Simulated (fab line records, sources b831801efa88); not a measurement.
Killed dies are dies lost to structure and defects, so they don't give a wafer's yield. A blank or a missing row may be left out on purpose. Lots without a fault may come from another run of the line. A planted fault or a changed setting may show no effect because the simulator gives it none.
Problem report in the 8D (eight disciplines) form, filled by code | flow gf180mcu | the parts of the form that need people (team, actions taken, sign-off) are left out

1. THE PROBLEM
CONTACT_W_RS at GF_CONTACT_RS_MEAS_25 reads a mean of 0.443 ohm/sq on 6 wafers of 2 lots; wafers without a fault read 0.383 ohm/sq with a standard deviation of 0.0067. That is +9.0 standard deviations from the usual mean.
The step: measures by four-point-probe.
First seen on wafer L153.2, day 22 16:20, on film_metro-03. The record holds 33 wafers of 11 lots with a number at this step. Rule for "out", or "out of limits": more than 4 standard deviations from the usual mean. The other wafers with a number count as sound.

2. WHAT IT IS AND WHAT IT IS NOT
question                    | is                           | is not
which readings at this step | CONTACT_W_RS                 | -
which lots                  | L153, L154                   | L134, L135, L136, L140, L141, L142, L143, L144, L150
which wafers of those lots  | all that have a number       | -
read on which gauges        | film_metro-03, film_metro-04 | film_metro-02
when                        | from day 22 16:20            | up to then (27 sound wafers)

3. SUSPECTS, AND WHAT RULES EACH OUT
Counting: a tool at a process step up to the reading stays a suspect if it ran every lot that is out and no sound lot after the first of them.
- the gauge at GF_CONTACT_RS_MEAS_25: ruled out. The wafers that are out were read on 2 gauges (film_metro-03, film_metro-04).
- cvd_w-01 at GF_CONTACT_CVD_24 (deposits W, target thk 300 nm, time 90.339 s): kept. It ran every lot that is out, first L153 (day 22 16:13), and no sound lot after that; its last sound lot up to then is L144 (day 19 17:07). Its own readings are out on those wafers: susceptor_temp_C.
Left after counting: cvd_w-01 at GF_CONTACT_CVD_24.

4. THE CAUSE (what the simulator had put in)
Process parameter drift: cvd_w-01, from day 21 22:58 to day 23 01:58, at GF_CONTACT_CVD_24. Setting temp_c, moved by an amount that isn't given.
Counting left only this tool.

5. THE CHAIN OF EFFECTS, in route order
Each row: a reading whose mean over the struck wafers that have a number lies more than 3 standard deviations from the usual. Only readings for which the record gives a usual standard deviation are gone through. hours: the time from each lot's start at the first step in this table that gives one to its start at this step, as a median over the lots. sigmas: the change in usual standard deviations.
hours | step                   | reading          | usual        | on struck wafers | change | sigmas
0     | GF_CONTACT_CVD_24      | susceptor_temp_C | 400.02 C     | 391.74           | -8.28  | -39
0     | GF_CONTACT_RS_MEAS_25  | CONTACT_W_RS     | 0.383 ohm/sq | 0.443            | +0.060 | +9.0
0     | GF_CONTACT_THK_MEAS_26 | CONTACT_W_THK    | 303 nm       | 261              | -42    | -6.9
The process steps in it:
- GF_CONTACT_CVD_24: deposits W, target thk 300 nm, time 90.339 s.

6. WHAT WOULD HAVE CAUGHT IT SOONER
In this record the first reading out of limits at a measuring or inspecting step was taken at day 22 16:20, 17 hours after the fault began at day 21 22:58.
The tool's own readings at GF_CONTACT_CVD_24 were out on every struck wafer that the step has a row for (susceptor_temp_C): an alarm limit on them would have fired on the first of those.
Of the lots that are out (2), L154 began GF_CONTACT_CVD_24 on cvd_w-01 after day 22 16:20. A hold on the tool at that time would have spared it.
